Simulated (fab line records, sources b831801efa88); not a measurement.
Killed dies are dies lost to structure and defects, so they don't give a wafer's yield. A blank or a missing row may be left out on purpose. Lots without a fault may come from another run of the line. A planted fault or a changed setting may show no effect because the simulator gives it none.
Which tool did it? | flow gf180mcu | 24 lots, 72 wafers sampled, at 2 steps of a route of 602

WHAT THE GAUGES READ, wafer by wafer
GF_V2_RS_MEAS_24: measures by four-point-probe. Usual: V2_W_RS 0.327 ohm/sq, standard deviation 0.004.
lot  | measured     | on            | V2_W_RS (ohm/sq)  | flag
L074 | day 20 10:19 | film_metro-04 | 0.327 0.326 0.319 |
L075 | day 21 07:24 | film_metro-04 | 0.329 0.325 0.324 |
L076 | day 21 08:29 | film_metro-04 | 0.325 0.327 0.327 |
L077 | day 21 13:33 | film_metro-02 | 0.331 0.328 0.326 |
L078 | day 22 05:31 | film_metro-01 | 0.329 0.326 0.330 |
L079 | day 22 16:34 | film_metro-02 | 0.330 0.321 0.326 |
L081 | day 23 03:31 | film_metro-04 | 0.327 0.324 0.330 |
L080 | day 23 04:32 | film_metro-01 | 0.331 0.330 0.330 |
L082 | day 23 12:21 | film_metro-01 | 0.328 0.327 0.328 |
L083 | day 23 20:10 | film_metro-01 | 0.329 0.330 0.330 |
L084 | day 24 02:32 | film_metro-02 | 0.332 0.325 0.323 |
L085 | day 24 07:38 | film_metro-04 | 0.326 0.321 0.327 |
L086 | day 24 15:40 | film_metro-02 | 0.328 0.326 0.317 |
L087 | day 24 21:45 | film_metro-01 | 0.331 0.330 0.332 |
L088 | day 25 09:41 | film_metro-01 | 0.322 0.330 0.320 |
L089 | day 25 13:39 | film_metro-01 | 0.327 0.325 0.316 |
L090 | day 25 22:54 | film_metro-04 | 0.330 0.331 0.330 |
L091 | day 26 07:32 | film_metro-02 | 0.318 0.322 0.317 |
L092 | day 26 10:42 | film_metro-02 | 0.324 0.327 0.326 |
L093 | day 26 15:30 | film_metro-02 | 0.333 0.330 0.328 |
L094 | day 27 00:45 | film_metro-04 | 0.330 0.326 0.325 |
L095 | day 27 10:32 | film_metro-02 | 0.325 0.322 0.334 |
L096 | day 27 13:15 | film_metro-01 | 0.322 0.328 0.328 |
L097 | day 27 17:50 | film_metro-04 | 0.324 0.317 0.320 |

WHICH TOOL RAN EACH LOT (tool, then ch and the chambers of the sampled wafers, then the start)
lot  | GF_V2_SPUTTER_22
L074 | pvd_sputter-02, day 20 10:09
L075 | pvd_sputter-03, day 21 07:13
L076 | pvd_sputter-04, day 21 08:20
L077 | pvd_sputter-04, day 21 13:23
L078 | pvd_sputter-02, day 22 05:22
L079 | pvd_sputter-02, day 22 16:25
L081 | pvd_sputter-02, day 23 03:20
L080 | pvd_sputter-04, day 23 04:21
L082 | pvd_sputter-02, day 23 12:12
L083 | pvd_sputter-03, day 23 20:00
L084 | pvd_sputter-03, day 24 02:23
L085 | pvd_sputter-04, day 24 07:27
L086 | pvd_sputter-02, day 24 15:31
L087 | pvd_sputter-04, day 24 21:34
L088 | pvd_sputter-02, day 25 09:29
L089 | pvd_sputter-02, day 25 13:30
L090 | pvd_sputter-04, day 25 22:45
L091 | pvd_sputter-03, day 26 07:23
L092 | pvd_sputter-04, day 26 10:31
L093 | pvd_sputter-02, day 26 15:21
L094 | pvd_sputter-03, day 27 00:36
L095 | pvd_sputter-04, day 27 10:23
L096 | pvd_sputter-04, day 27 13:06
L097 | pvd_sputter-04, day 27 17:39
- GF_V2_SPUTTER_22: material TiN, target thk 10 nm, time 40 s.

WHAT THE TOOLS THEMSELVES READ (means of the sampled wafers that have a number; where no wafer has one, the mark that the record gives instead)
GF_V2_SPUTTER_22. Usual: throttle_valve_pct 30.0 %, standard deviation 1.
lot  | tool           | throttle_valve_pct (%) | flag
L074 | pvd_sputter-02 | 29.9                   |
L075 | pvd_sputter-03 | 29.7                   |
L076 | pvd_sputter-04 | 30.7                   |
L077 | pvd_sputter-04 | 30.8                   |
L078 | pvd_sputter-02 | 29.5                   |
L079 | pvd_sputter-02 | 29.6                   |
L081 | pvd_sputter-02 | 29.4                   |
L080 | pvd_sputter-04 | 30.4                   |
L082 | pvd_sputter-02 | 29.6                   |
L083 | pvd_sputter-03 | 29.1                   |
L084 | pvd_sputter-03 | 29.0                   |
L085 | pvd_sputter-04 | 31.1                   |
L086 | pvd_sputter-02 | 29.4                   |
L087 | pvd_sputter-04 | 30.3                   |
L088 | pvd_sputter-02 | 29.4                   |
L089 | pvd_sputter-02 | 30.0                   |
L090 | pvd_sputter-04 | 30.3                   |
L091 | pvd_sputter-03 | 29.5                   |
L092 | pvd_sputter-04 | 30.3                   |
L093 | pvd_sputter-02 | 29.8                   |
L094 | pvd_sputter-03 | 29.7                   |
L095 | pvd_sputter-04 | 30.1                   |
L096 | pvd_sputter-04 | 30.9                   |
L097 | pvd_sputter-04 | 31.0                   |

THE ANSWER, worked out from the rows above alone
Rule: a lot is off if the mean of its wafers that have a number lies more than 3 standard deviations from the usual mean. A lot without any number at a reading at which 4 lots or more have one is off too. The other lots that the step has rows for count as sound. The gauges are gone through in route order, then the tools' own readings, and for those a lot's mean is taken as printed above. The first step at which some lot is off is used, and at that step the reading that is off furthest; a lot without a number counts as furthest.
No lot is off at any reading shown: from this, nothing can be told.

WHAT THE SIMULATOR HAD PUT IN
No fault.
